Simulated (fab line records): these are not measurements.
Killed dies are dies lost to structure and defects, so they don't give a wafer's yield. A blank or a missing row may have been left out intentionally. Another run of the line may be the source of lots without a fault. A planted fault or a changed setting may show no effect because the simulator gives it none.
One fault seen from 2 desks :: flow sfq-line :: only its own numbers are on each desk; what lay behind them is given at the end

## THE TOOL OWNER'S DESK: pvd-sputter-06
The tool's own readings at SFQ_TRILAYER_M4_DEP_SPUTTER_091 (material Nb, target thk 200 nm, time 133.3 s): means of the sampled wafers that have a number, for each lot that ran on this tool. A lot is out of limits, marked OUT, if its mean lies more than 4 standard deviations from the usual mean; the brackets give that distance.
Columns: A = cathode-dc-power-W at SFQ_TRILAYER_M4_DEP_SPUTTER_091, usual 2000.0 W; B = throttle-valve-pct at SFQ_TRILAYER_M4_DEP_SPUTTER_091, usual 30.1 %
lot: L147
first seen here: day 39 22:11
A: 2000.1
B: 29.7

lot: L150
first seen here: day 45 14:13
A: 2000.2
B: 29.1

lot: L152
first seen here: day 46 16:05
A: 2676.1 (+99 or more) OUT
B: 30.8

lot: L154
first seen here: day 47 17:19
A: 2676.4 (+99 or more) OUT
B: 30.4

lot: L163
first seen here: day 51 09:48
A: 2000.3
B: 29.8

lot: L167
first seen here: day 52 02:28
A: 1999.9
B: 29.8
This desk's verdict: out of limits on L152, L154, starting with L152 at day 46 16:05 (cathode-dc-power-W at SFQ_TRILAYER_M4_DEP_SPUTTER_091). L147, L150, L163, L167: within limits.

## AT THE METROLOGY DESK
Lot by lot, what the gauges showed, no matter which tool ran the lot: averages of those sampled wafers that carry a number. A lot is out of limits, marked OUT, if its mean lies more than 4 standard deviations from the usual mean; the brackets give that distance.
Columns: A = M4_NB_RS at SFQ_M4_RS_MEAS_924, usual 0.890 ohm/sq
lot: L144
first seen here: day 31 00:24
A: 0.891

lot: L146
first seen here: day 39 15:22
A: 0.888

lot: L147
first seen here: day 39 22:17
A: 0.876

lot: L149
first seen here: day 40 06:46
A: 0.894

lot: L150
first seen here: day 45 14:18
A: 0.890

lot: L152
first seen here: day 46 16:12
A: 0.651 (-18) OUT

lot: L154
first seen here: day 47 17:25
A: 0.662 (-18) OUT

lot: L157
first seen here: day 48 20:44
A: 0.902

lot: L160
first seen here: day 50 02:09
A: 0.885

lot: L161
first seen here: day 50 07:41
A: 0.885

lot: L163
first seen here: day 51 09:56
A: 0.865

lot: L165
first seen here: day 51 16:16
A: 0.908

lot: L166
first seen here: day 51 23:01
A: 0.891

lot: L167
first seen here: day 52 02:34
A: 0.876
This desk finds L152, L154 out of limits, with the earliest case on L152 at day 46 16:12 (M4_NB_RS at SFQ_M4_RS_MEAS_924). L144, L146, L147, L149, L150, L157, L160, L161, L163, L165, L166, L167: within limits.

## TAKEN TOGETHER
The tool owner's desk could have raised an alarm at day 46 16:05, on L152, L154.
L152, L154 would have let the metrology desk raise an alarm at day 46 16:12.
Of the lots named, all ran SFQ_TRILAYER_M4_DEP_SPUTTER_091 on pvd-sputter-06.

## WHAT THE SIMULATOR HAD PUT IN
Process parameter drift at SFQ_TRILAYER_M4_DEP_SPUTTER_091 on pvd-sputter-06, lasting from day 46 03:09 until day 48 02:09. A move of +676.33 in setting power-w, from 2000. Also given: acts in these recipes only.
Lots struck among those shown: L152, L154.
Fault start to first reading out of limits, in hours, per desk: tool owner, 13; metrology, 13.
